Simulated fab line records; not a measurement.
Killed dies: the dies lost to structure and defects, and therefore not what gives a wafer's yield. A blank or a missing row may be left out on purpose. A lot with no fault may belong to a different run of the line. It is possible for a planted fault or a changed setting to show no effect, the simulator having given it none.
Which tool is to blame? | flow gf180mcu | 21 wafers from 7 lots sampled at 3 of the route's 602 steps

== WHAT EACH GAUGE READ, for each wafer ==
GF_MVSD_TW_MEAS_11.
lot  | measured     | on            | MVSD_TW
L461 | day 4 16:33  | film metro-01 | 1557 1564 1566
L463 | day 5 03:38  | film metro-01 | 1574 1573 1581
L465 | day 5 17:08  | film metro-02 | 30 30 30
L469 | day 6 15:06  | film metro-03 | 1555 1546 1552
L476 | day 8 11:01  | film metro-01 | 1574 1574 1577
L479 | day 8 23:19  | film metro-01 | 1579 1580 1580
L483 | day 10 00:20 | film metro-02 | 1578 1580 1580

== EACH LOT AND THE TOOL THAT RAN IT (in order: tool; ch and the chambers of the sampled wafers; start) ==
lot  | GF_LVPWELL_STRIP_10                 | GF_MVSD_STRIP_10
L461 | plasma asher-01 ch 0,1, day 4 02:43 | plasma asher-01 ch 0,1, day 4 16:28
L463 | plasma asher-04 ch 0,1, day 4 13:35 | plasma asher-04 ch 0,1, day 5 03:32
L465 | plasma asher-01 ch 0,1, day 5 02:12 | plasma asher-01 ch 0,1, day 5 17:02
L469 | plasma asher-03 ch 0,1, day 5 23:32 | plasma asher-02 ch 0,1, day 6 14:59
L476 | plasma asher-03 ch 0,1, day 7 18:45 | plasma asher-02 ch 0,1, day 8 10:54
L479 | plasma asher-01 ch 0,1, day 8 06:41 | plasma asher-01 ch 0,1, day 8 23:12
L483 | plasma asher-03 ch 0,1, day 9 06:17 | plasma asher-01 ch 0,1, day 10 00:14
- GF_LVPWELL_STRIP_10: strips in O2/N2.
- GF_MVSD_STRIP_10: strips in O2/N2.

== THE ANSWER, worked out from the rows above alone ==
Rule: the usual values come from the lots themselves. The widest of any qualifying gaps counts: lots, ordered by their means at a reading, are off when they make up no more than a third of the lots, leave a main group of 4 or more, and stand apart from it by 3 or more times the standard deviation of that group's means. A main group is skipped when, at the precision printed for the reading in the tables above, its means are all equal. A lot without any number at a reading at which 4 lots or more have one is off too. Any other lot the step has rows for is counted as sound.
Off: L465, seen at GF_MVSD_TW_MEAS_11 (MVSD_TW). Mean 1571 and standard deviation 10 in the main group.
A tool fits if, at a process step before that reading, it ran every lot that is off, and no sound lot after the first of them. Gauges at GF_MVSD_TW_MEAS_11: tried the same way as those tools. No candidate that was tried fits.

== WHAT THE SIMULATOR PUT IN ==
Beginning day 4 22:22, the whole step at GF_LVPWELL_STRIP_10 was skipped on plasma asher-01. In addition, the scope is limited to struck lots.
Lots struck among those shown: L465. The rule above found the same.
